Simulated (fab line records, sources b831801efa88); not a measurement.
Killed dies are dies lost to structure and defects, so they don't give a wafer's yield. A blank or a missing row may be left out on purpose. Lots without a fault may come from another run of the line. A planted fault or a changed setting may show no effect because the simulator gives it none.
Which tool did it? | flow gf180mcu | 12 lots, 36 wafers sampled, at 5 steps of a route of 602

WHAT THE GAUGES READ, wafer by wafer
GF_M4_RS_MEAS_05: measures by four-point-probe.
lot  | measured     | on            | M4_ALCU_RS (ohm/sq)
L346 | day 22 12:25 | film_metro-04 | 0.0696 0.0696 0.0695
L349 | day 23 17:25 | film_metro-03 | 0.0677 0.0678 0.0689
L350 | day 23 23:16 | film_metro-04 | 0.0687 0.0683 0.0693
L351 | day 24 02:42 | film_metro-02 | 0.0670 0.0680 0.0671
L354 | day 25 05:33 | film_metro-02 | 0.0682 0.0690 0.0687
L355 | day 25 14:36 | film_metro-04 | 0.0686 0.0685 0.0690
L356 | day 26 04:31 | film_metro-02 | 0.0687 0.0683 0.0693
L358 | day 26 17:14 | film_metro-02 | 0.0688 0.0690 0.0683
L362 | day 28 00:08 | film_metro-04 | 0.0691 0.0694 0.0691
L363 | day 28 19:35 | film_metro-03 | 0.0681 0.0671 0.0676
L366 | day 29 05:15 | film_metro-02 | 0.0692 0.0685 0.0689
L368 | day 29 22:11 | film_metro-02 | 0.0695 0.0688 0.0694

GF_MIM_THK_MEAS_06.
lot  | measured     | on            | MIM_CVD_05_THK (nm)
L346 | day 24 12:43 | film_metro-04 | 41.6 41.5 42.3
L349 | day 25 15:13 | film_metro-02 | 41.0 42.3 41.6
L350 | day 25 21:05 | film_metro-02 | 41.5 41.7 42.8
L351 | day 26 00:40 | film_metro-02 | 41.1 41.7 43.1
L354 | day 27 03:16 | film_metro-04 | 42.1 42.3 42.3
L355 | day 27 11:54 | film_metro-04 | 41.5 40.9 40.9
L356 | day 27 23:13 | film_metro-02 | 43.2 41.6 43.2
L358 | day 28 12:49 | film_metro-04 | 43.1 42.7 43.2
L362 | day 29 17:18 | film_metro-04 | 41.4 42.0 42.3
L363 | day 30 11:58 | film_metro-02 | 41.7 41.3 41.4
L366 | day 30 21:20 | film_metro-04 | 40.6 42.1 43.0
L368 | day 31 13:13 | film_metro-02 | 41.8 42.8 42.9

WHICH TOOL RAN EACH LOT (tool, then ch and the chambers of the sampled wafers, then the start)
lot  | GF_V3_SPUTTER_22             | GF_V4_COAT_09                     | GF_V4_STRIP_18
L346 | pvd_sputter-04, day 22 11:34 | litho_track-01 ch 0, day 23 23:00 | plasma_asher-03 ch 0,1, day 24 11:14
L349 | pvd_sputter-03, day 23 16:34 | litho_track-01 ch 0, day 25 03:00 | plasma_asher-03 ch 0,1, day 25 13:44
L350 | pvd_sputter-04, day 23 22:25 | litho_track-04 ch 0, day 25 08:00 | plasma_asher-03 ch 0, day 25 19:37
L351 | pvd_sputter-04, day 24 01:50 | litho_track-01 ch 0, day 25 11:00 | plasma_asher-04 ch 0, day 25 23:08
L354 | pvd_sputter-03, day 25 04:39 | litho_track-03 ch 0, day 26 14:00 | plasma_asher-03 ch 0, day 27 01:47
L355 | pvd_sputter-04, day 25 13:44 | litho_track-03 ch 0, day 26 23:00 | plasma_asher-02 ch 0,1, day 27 10:25
L356 | pvd_sputter-03, day 26 03:37 | litho_track-04 ch 0, day 27 11:00 | plasma_asher-02 ch 0,1, day 27 21:43
L358 | pvd_sputter-04, day 26 16:20 | litho_track-03 ch 0, day 28 00:00 | plasma_asher-04 ch 0,1, day 28 11:17
L362 | pvd_sputter-01, day 27 23:16 | litho_track-04 ch 0, day 29 05:00 | plasma_asher-03 ch 0,1, day 29 15:49
L363 | pvd_sputter-01, day 28 18:44 | litho_track-03 ch 0, day 30 00:00 | plasma_asher-03 ch 0,1, day 30 10:29
L366 | pvd_sputter-04, day 29 04:22 | litho_track-04 ch 0, day 30 10:00 | plasma_asher-04 ch 0,1, day 30 19:52
L368 | pvd_sputter-03, day 29 21:19 | litho_track-01 ch 0, day 31 02:00 | plasma_asher-03 ch 0, day 31 11:44
- GF_V3_SPUTTER_22: material TiN, target thk 10 nm, time 40 s.
- GF_V4_COAT_09: resist thk 1000 nm.
- GF_V4_STRIP_18: strips in O2/N2.

WHAT THE TOOLS THEMSELVES READ (means of the sampled wafers that have a number; where no wafer has one, the mark that the record gives instead)
GF_V3_SPUTTER_22.
lot  | tool           | throttle_valve_pct (%)
L346 | pvd_sputter-04 | 30.0
L349 | pvd_sputter-03 | 29.9
L350 | pvd_sputter-04 | 30.8
L351 | pvd_sputter-04 | 31.4
L354 | pvd_sputter-03 | 28.9
L355 | pvd_sputter-04 | 30.8
L356 | pvd_sputter-03 | 29.4
L358 | pvd_sputter-04 | 32.3
L362 | pvd_sputter-01 | 30.5
L363 | pvd_sputter-01 | 30.1
L366 | pvd_sputter-04 | 31.3
L368 | pvd_sputter-03 | 29.1

GF_V4_COAT_09.
lot  | tool           | resist_line_temp_C (C)
L346 | litho_track-01 | 22.94
L349 | litho_track-01 | 22.92
L350 | litho_track-04 | 22.97
L351 | litho_track-01 | 22.98
L354 | litho_track-03 | 23.14
L355 | litho_track-03 | 22.97
L356 | litho_track-04 | 22.98
L358 | litho_track-03 | 22.89
L362 | litho_track-04 | 23.09
L363 | litho_track-03 | 22.91
L366 | litho_track-04 | 23.06
L368 | litho_track-01 | 23.02

GF_V4_STRIP_18.
lot  | tool            | drypump_motor_current_A (A) | heater_power_w (W) | oes_product_au (a.u.)
L346 | plasma_asher-03 | 5.9                         | 351                | 0.593
L349 | plasma_asher-03 | 5.9                         | 339                | 0.594
L350 | plasma_asher-03 | 5.9                         | 326                | 0.590
L351 | plasma_asher-04 | 6.7                         | 335                | 0.594
L354 | plasma_asher-03 | 6.0                         | 319                | 0.593
L355 | plasma_asher-02 | 6.4                         | 335                | 0.593
L356 | plasma_asher-02 | 6.5                         | 333                | 0.594
L358 | plasma_asher-04 | 6.4                         | 301                | 0.592
L362 | plasma_asher-03 | 5.8                         | 354                | 0.592
L363 | plasma_asher-03 | 5.8                         | 355                | 0.611
L366 | plasma_asher-04 | 6.5                         | 323                | 0.595
L368 | plasma_asher-03 | 6.0                         | 321                | 0.598

THE ANSWER, worked out from the rows above alone
Rule: what is usual is taken from the lots themselves. Put in order of their means at a reading, lots are off if they are a third of the lots or fewer, leave a main group of 4 or more, and stand apart from it by a gap of 3 or more times the standard deviation of the main group's means; of several such gaps the widest counts. A main group whose means are all the same, to the digits that the tables above print for the reading, isn't used. A lot without any number at a reading at which 4 lots or more have one is off too. The other lots that the step has rows for count as sound. The gauges are gone through in route order, then the tools' own readings, and for those a lot's mean is taken as printed above. The first step at which some lot is off is used, and at that step the reading that is off furthest; a lot without a number counts as furthest.
Off: L363, at GF_V4_STRIP_18 (oes_product_au). The main group: mean 0.593 a.u., standard deviation 0.0019.
A tool fits if, at that step or a process step before it, it ran every lot that is off, and no sound lot after the first of them. Can't be told from this: 2 tools fit, pvd_sputter-01 at GF_V3_SPUTTER_22, litho_track-03 at GF_V4_COAT_09.

WHAT THE SIMULATOR HAD PUT IN
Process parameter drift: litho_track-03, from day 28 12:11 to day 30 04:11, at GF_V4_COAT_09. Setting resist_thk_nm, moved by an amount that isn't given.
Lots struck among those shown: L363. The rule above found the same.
